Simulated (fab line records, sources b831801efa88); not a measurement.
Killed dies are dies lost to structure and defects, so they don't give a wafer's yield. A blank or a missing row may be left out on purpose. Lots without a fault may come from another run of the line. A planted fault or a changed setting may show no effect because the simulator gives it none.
Which tool did it? | flow sky130 | 11 lots, 33 wafers sampled, at 5 steps of a route of 708

WHAT THE GAUGES READ, wafer by wafer
SKY_CONTACT_RS_MEAS_25: measures by four-point-probe. Usual: CONTACT_W_RS 0.340 ohm/sq, standard deviation 0.0047.
lot  | measured     | on            | CONTACT_W_RS (ohm/sq) | flag
L148 | day 31 11:38 | film_metro-01 | 0.342 0.340 0.344     |
L156 | day 34 13:10 | film_metro-01 | 0.336 0.331 0.335     |
L157 | day 35 00:56 | film_metro-02 | 0.331 0.333 0.338     |
L159 | day 35 08:25 | film_metro-01 | 0.338 0.344 0.341     |
L160 | day 35 09:40 | film_metro-04 | 0.341 0.344 0.339     |
L164 | day 36 23:55 | film_metro-04 | 0.345 0.349 0.343     |
L165 | day 37 06:59 | film_metro-02 | 0.334 0.331 0.333     |
L166 | day 37 12:33 | film_metro-01 | 0.335 0.341 0.340     |
L167 | day 37 15:51 | film_metro-01 | 0.337 0.341 0.340     |
L168 | day 37 18:15 | film_metro-01 | 0.338 0.341 0.333     |
L171 | day 39 04:40 | film_metro-04 | 0.349 0.351 0.349     |

WHICH TOOL RAN EACH LOT (tool, then ch and the chambers of the sampled wafers, then the start)
lot  | SKY_LOCAL_INTERCONNECT_ETCH_13    | SKY_LOCAL_INTERCONNECT_STRIP_15      | SKY_CONTACT_ETCH_18                | SKY_CONTACT_STRIP_19
L148 | rie_metal-02 ch 0,1, day 30 06:06 | plasma_asher-03 ch 0,1, day 30 06:13 | rie_diel-04 ch 0,3, day 31 10:00   | plasma_asher-01 ch 0,1, day 31 10:52
L156 | rie_metal-01 ch 1, day 33 08:33   | plasma_asher-01 ch 0,1, day 33 08:46 | rie_diel-02 ch 1,3, day 34 12:00   | plasma_asher-01 ch 0,1, day 34 12:24
L157 | rie_metal-02 ch 0,1, day 33 19:00 | plasma_asher-03 ch 0,1, day 33 19:07 | rie_diel-04 ch 0,2,3, day 35 00:00 | plasma_asher-03 ch 0,1, day 35 00:08
L159 | rie_metal-03 ch 0,1, day 34 03:10 | plasma_asher-01 ch 0,1, day 34 03:17 | rie_diel-03 ch 0,1,2, day 35 07:00 | plasma_asher-03 ch 0,1, day 35 07:38
L160 | rie_metal-03 ch 0, day 34 05:43   | plasma_asher-03 ch 0, day 34 05:50   | rie_diel-04 ch 1,3, day 35 08:00   | plasma_asher-01 ch 0,1, day 35 08:53
L164 | rie_metal-01 ch 0,1, day 35 19:50 | plasma_asher-01 ch 0,1, day 35 19:57 | rie_diel-03 ch 1,2,3, day 36 23:00 | plasma_asher-01 ch 0, day 36 23:07
L165 | rie_metal-02 ch 0,1, day 36 02:08 | plasma_asher-04 ch 0,1, day 36 02:15 | rie_diel-04 ch 0,2, day 37 06:00   | plasma_asher-01 ch 0, day 37 06:13
L166 | rie_metal-03 ch 0,1, day 36 08:04 | plasma_asher-04 ch 0,1, day 36 08:11 | rie_diel-02 ch 0,1,2, day 37 11:00 | plasma_asher-03 ch 0,1, day 37 11:46
L167 | rie_metal-02 ch 0,1, day 36 10:58 | plasma_asher-01 ch 0,1, day 36 11:05 | rie_diel-04 ch 0,1,2, day 37 14:00 | plasma_asher-02 ch 0,1, day 37 15:02
L168 | rie_metal-02 ch 0,1, day 36 13:37 | plasma_asher-01 ch 0,1, day 36 13:44 | rie_diel-04 ch 0,1, day 37 17:00   | plasma_asher-02 ch 0,1, day 37 17:26
L171 | rie_metal-02 ch 0,1, day 38 01:14 | plasma_asher-04 ch 0,1, day 38 01:21 | rie_diel-03 ch 0,1,2, day 39 03:00 | plasma_asher-02 ch 0, day 39 03:52
- SKY_LOCAL_INTERCONNECT_ETCH_13: etches BARC in N2/H2, stops on SiO2, time 45.9 s, target depth 60 nm.
- SKY_LOCAL_INTERCONNECT_STRIP_15: strips in O2/N2.
- SKY_CONTACT_ETCH_18: etches Si3N4 in CHF3/O2, stops on TiN, time 39 s, target depth 75 nm.
- SKY_CONTACT_STRIP_19: strips in O2/N2.

WHAT THE TOOLS THEMSELVES READ (means of the sampled wafers that have a number; where no wafer has one, the mark that the record gives instead)
SKY_LOCAL_INTERCONNECT_ETCH_13. Usual: bias_w 100.01 W, standard deviation 0.29; drypump_motor_current_A 5.9 A, standard deviation 0.53; oes_product_au 0.854 a.u., standard deviation 0.005; throttle_valve_pct 13.223 %, standard deviation 0.009.
lot  | tool         | bias_w (W) | drypump_motor_current_A (A) | oes_product_au (a.u.) | throttle_valve_pct (%) | flag
L148 | rie_metal-02 | 100.08     | 6.1                         | 0.860                 | 13.229                 |
L156 | rie_metal-01 | 100.08     | 6.0                         | 0.854                 | 13.213                 |
L157 | rie_metal-02 | 100.28     | 5.5                         | 0.849                 | 13.231                 |
L159 | rie_metal-03 | 100.05     | 6.2                         | 0.851                 | 13.218                 |
L160 | rie_metal-03 | 99.89      | 6.0                         | 0.853                 | 13.227                 |
L164 | rie_metal-01 | 100.00     | 6.0                         | 0.857                 | 13.226                 |
L165 | rie_metal-02 | 99.96      | 5.5                         | 0.855                 | 13.216                 |
L166 | rie_metal-03 | 100.21     | 6.2                         | 0.856                 | 13.221                 |
L167 | rie_metal-02 | 99.92      | 5.5                         | 0.854                 | 13.228                 |
L168 | rie_metal-02 | 99.82      | 6.1                         | 0.853                 | 13.225                 |
L171 | rie_metal-02 | 99.89      | 5.5                         | 0.857                 | 13.221                 |

SKY_LOCAL_INTERCONNECT_STRIP_15. Usual: drypump_motor_current_A 5.8 A, standard deviation 0.57; oes_product_au 0.427 a.u., standard deviation 0.0046; strip_time_to_endpoint_s 4.729 s, standard deviation 0.022.
lot  | tool            | drypump_motor_current_A (A) | oes_product_au (a.u.) | strip_time_to_endpoint_s (s) | flag
L148 | plasma_asher-03 | 5.7                         | 0.427                 | 4.734                        |
L156 | plasma_asher-01 | 5.3                         | 0.425                 | 4.719                        |
L157 | plasma_asher-03 | 5.6                         | 0.425                 | 4.744                        |
L159 | plasma_asher-01 | 5.3                         | 0.427                 | 4.671                        |
L160 | plasma_asher-03 | 5.7                         | 0.427                 | 4.741                        |
L164 | plasma_asher-01 | 5.3                         | 0.425                 | 4.747                        |
L165 | plasma_asher-04 | 6.3                         | 0.428                 | 4.714                        |
L166 | plasma_asher-04 | 6.3                         | 0.425                 | 4.714                        |
L167 | plasma_asher-01 | 5.7                         | 0.429                 | 4.732                        |
L168 | plasma_asher-01 | 5.7                         | 0.428                 | 4.729                        |
L171 | plasma_asher-04 | 6.4                         | 0.431                 | 4.729                        |

SKY_CONTACT_ETCH_18. Usual: bias_w 200.0 W, standard deviation 0.61; drypump_motor_current_A 5.9 A, standard deviation 0.47; oes_product_au 0.853 a.u., standard deviation 0.0083; throttle_valve_pct 8.792 %, standard deviation 0.0094.
lot  | tool        | bias_w (W) | drypump_motor_current_A (A) | oes_product_au (a.u.) | throttle_valve_pct (%) | flag
L148 | rie_diel-04 | 200.5      | 6.3                         | 0.848                 | 8.800                  |
L156 | rie_diel-02 | 200.3      | 6.1                         | 0.851                 | 8.787                  |
L157 | rie_diel-04 | 199.9      | 6.0                         | 0.850                 | 8.782                  |
L159 | rie_diel-03 | 200.2      | 6.0                         | 0.853                 | 8.793                  |
L160 | rie_diel-04 | 200.1      | 5.6                         | 0.859                 | 8.799                  |
L164 | rie_diel-03 | 200.7      | 6.2                         | 0.848                 | 8.790                  |
L165 | rie_diel-04 | 303.8      | 6.3                         | 0.851                 | 8.790                  | OFF
L166 | rie_diel-02 | 200.1      | 5.8                         | 0.839                 | 8.793                  |
L167 | rie_diel-04 | 303.4      | 6.0                         | 0.856                 | 8.789                  | OFF
L168 | rie_diel-04 | 303.5      | 6.0                         | 0.850                 | 8.793                  | OFF
L171 | rie_diel-03 | 199.9      | 5.9                         | 0.847                 | 8.793                  |

SKY_CONTACT_STRIP_19. Usual: drypump_motor_current_A 5.6 A, standard deviation 0.48; oes_product_au 0.381 a.u., standard deviation 0.0045; strip_time_to_endpoint_s 3.61 s, standard deviation 0.032.
lot  | tool            | drypump_motor_current_A (A) | oes_product_au (a.u.) | strip_time_to_endpoint_s (s) | flag
L148 | plasma_asher-01 | 5.7                         | 0.381                 | 3.60                         |
L156 | plasma_asher-01 | 5.3                         | 0.380                 | 3.60                         |
L157 | plasma_asher-03 | 5.7                         | 0.381                 | 3.59                         |
L159 | plasma_asher-03 | 5.6                         | 0.384                 | 3.60                         |
L160 | plasma_asher-01 | 5.7                         | 0.380                 | 3.60                         |
L164 | plasma_asher-01 | 4.8                         | 0.383                 | 3.65                         |
L165 | plasma_asher-01 | 4.8                         | 0.373                 | 3.45                         | OFF
L166 | plasma_asher-03 | 5.7                         | 0.379                 | 3.62                         |
L167 | plasma_asher-02 | 5.7                         | 0.377                 | 3.49                         | OFF
L168 | plasma_asher-02 | 5.7                         | 0.371                 | 3.48                         | OFF
L171 | plasma_asher-02 | 5.6                         | 0.381                 | 3.61                         |

THE ANSWER, worked out from the rows above alone
Rule: a lot is off if the mean of its wafers that have a number lies more than 3 standard deviations from the usual mean. A lot without any number at a reading at which 4 lots or more have one is off too. The other lots that the step has rows for count as sound. The gauges are gone through in route order, then the tools' own readings, and for those a lot's mean is taken as printed above. The first step at which some lot is off is used, and at that step the reading that is off furthest; a lot without a number counts as furthest.
Off: L165, L167, L168, at SKY_CONTACT_ETCH_18 (bias_w).
A tool fits if, at that step or a process step before it, it ran every lot that is off, and no sound lot after the first of them. One fits: rie_diel-04 at SKY_CONTACT_ETCH_18. Its last sound lot is L160 (day 35 08:00), its first lot that is off L165 (day 37 06:00): a fault that began between those two fits.
The tool's own readings at SKY_CONTACT_ETCH_18 bear it out: on the lots that are off they differ by more than 5 times the standard deviation of the sound lots' means. bias_w reads 303.6 W there against 200.2 W on the sound lots.

WHAT THE SIMULATOR HAD PUT IN
Process parameter drift: rie_diel-04, from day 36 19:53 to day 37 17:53, at SKY_CONTACT_ETCH_18. Setting bias_w, moved by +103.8, from 200. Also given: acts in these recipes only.
Lots struck among those shown: L165, L167, L168. The rule above found the same.
